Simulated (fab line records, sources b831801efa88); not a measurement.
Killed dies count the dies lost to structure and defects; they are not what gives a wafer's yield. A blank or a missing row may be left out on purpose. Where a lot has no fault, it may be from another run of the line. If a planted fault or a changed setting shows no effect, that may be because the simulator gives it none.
Matching of chambers :: flow sfqLine :: 4 sister chambers for SFQ_TRILAYER_I3_CMP_CMP_082 on cmp-01
The step polishes SiO2. 18 wafers are shown with their chamber, then 9 later ones without.

== WAFERS WITH THEIR CHAMBER ==
wafer: L791.1
chamber: 2
motorCurrentA (A): 10.3
timeToEndpointS (s): 223

wafer: L791.2
chamber: 1
motorCurrentA (A): 12.1
timeToEndpointS (s): 226

wafer: L791.6
chamber: 2
motorCurrentA (A): 9.2
timeToEndpointS (s): 227

wafer: L799.1
chamber: 0
motorCurrentA (A): 11.5
timeToEndpointS (s): 213

wafer: L799.3
chamber: 2
motorCurrentA (A): 10.0
timeToEndpointS (s): 210

wafer: L799.4
chamber: 3
motorCurrentA (A): 11.2
timeToEndpointS (s): 225

wafer: L802.2
chamber: 0
motorCurrentA (A): 11.2
timeToEndpointS (s): 207

wafer: L802.5
chamber: 1
motorCurrentA (A): 11.7
timeToEndpointS (s): 215

wafer: L802.6
chamber: 2
motorCurrentA (A): 10.0
timeToEndpointS (s): 214

wafer: L803.1
chamber: 0
motorCurrentA (A): 11.6
timeToEndpointS (s): 213

wafer: L803.5
chamber: 2
motorCurrentA (A): 9.9
timeToEndpointS (s): 222

wafer: L803.6
chamber: 3
motorCurrentA (A): 11.8
timeToEndpointS (s): 226

wafer: L804.3
chamber: 3
motorCurrentA (A): 10.9
timeToEndpointS (s): 221

wafer: L804.5
chamber: 0
motorCurrentA (A): 11.3
timeToEndpointS (s): 225

wafer: L804.6
chamber: 1
motorCurrentA (A): 12.6
timeToEndpointS (s): 221

wafer: L805.1
chamber: 1
motorCurrentA (A): 12.6
timeToEndpointS (s): 204

wafer: L805.2
chamber: 3
motorCurrentA (A): 11.9
timeToEndpointS (s): 212

wafer: L805.3
chamber: 0
motorCurrentA (A): 11.3
timeToEndpointS (s): 211

SIGNATURES (means of the wafers above)
reading: motorCurrentA
chamber 0: 11.380
chamber 1: 12.250
chamber 2: 9.880
chamber 3: 11.450
scatter within a chamber: 0.381

reading: timeToEndpointS
chamber 0: 213.80
chamber 1: 216.50
chamber 2: 219.20
chamber 3: 221.00
scatter within a chamber: 7.4
Rule: distance of a wafer from a chamber = root of the sum over the readings of ((wafer's reading minus chamber's mean) / reading's scatter) squared. If the next closest chamber is less than 2 further off than the closest, the wafer can't be placed; otherwise it belongs to the closest. The scatter: the root of (the sum of the squares of (reading less its chamber's mean) over the shown wafers, divided by (wafers less chambers)).

== WAFERS WHOSE CHAMBER IS MISSING ==
wafer: L806.1
motorCurrentA (A): 9.5
timeToEndpointS (s): 209

wafer: L806.5
motorCurrentA (A): 9.2
timeToEndpointS (s): 214

wafer: L806.6
motorCurrentA (A): 11.8
timeToEndpointS (s): 217

wafer: L808.1
motorCurrentA (A): 12.3
timeToEndpointS (s): 211

wafer: L808.2
motorCurrentA (A): 11.4
timeToEndpointS (s): 207

wafer: L808.5
motorCurrentA (A): 11.5
timeToEndpointS (s): 215

wafer: L810.3
motorCurrentA (A): 9.8
timeToEndpointS (s): 216

wafer: L810.2
motorCurrentA (A): 11.3
timeToEndpointS (s): 213

wafer: L810.4
motorCurrentA (A): 11.9
timeToEndpointS (s): 223

== WHICH CHAMBER EACH ONE RAN IN ==
wafer: L806.1
from the rows above: 2
in truth: 2

wafer: L806.5
from the rows above: 2
in truth: 2

wafer: L806.6
from the rows above: can't be placed: 3 or 1 or 0
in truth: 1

wafer: L808.1
from the rows above: can't be placed: 1 or 0 or 3
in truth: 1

wafer: L808.2
from the rows above: can't be placed: 0 or 3 or 1
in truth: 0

wafer: L808.5
from the rows above: can't be placed: 0 or 3 or 1
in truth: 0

wafer: L810.3
from the rows above: 2
in truth: 2

wafer: L810.2
from the rows above: can't be placed: 0 or 3
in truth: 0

wafer: L810.4
from the rows above: can't be placed: 3 or 1 or 0
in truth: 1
Correctly placed: 3 of 9. Not placeable from these rows: 6 (in 6, the candidates include the true chamber). Number placed wrongly: 0.
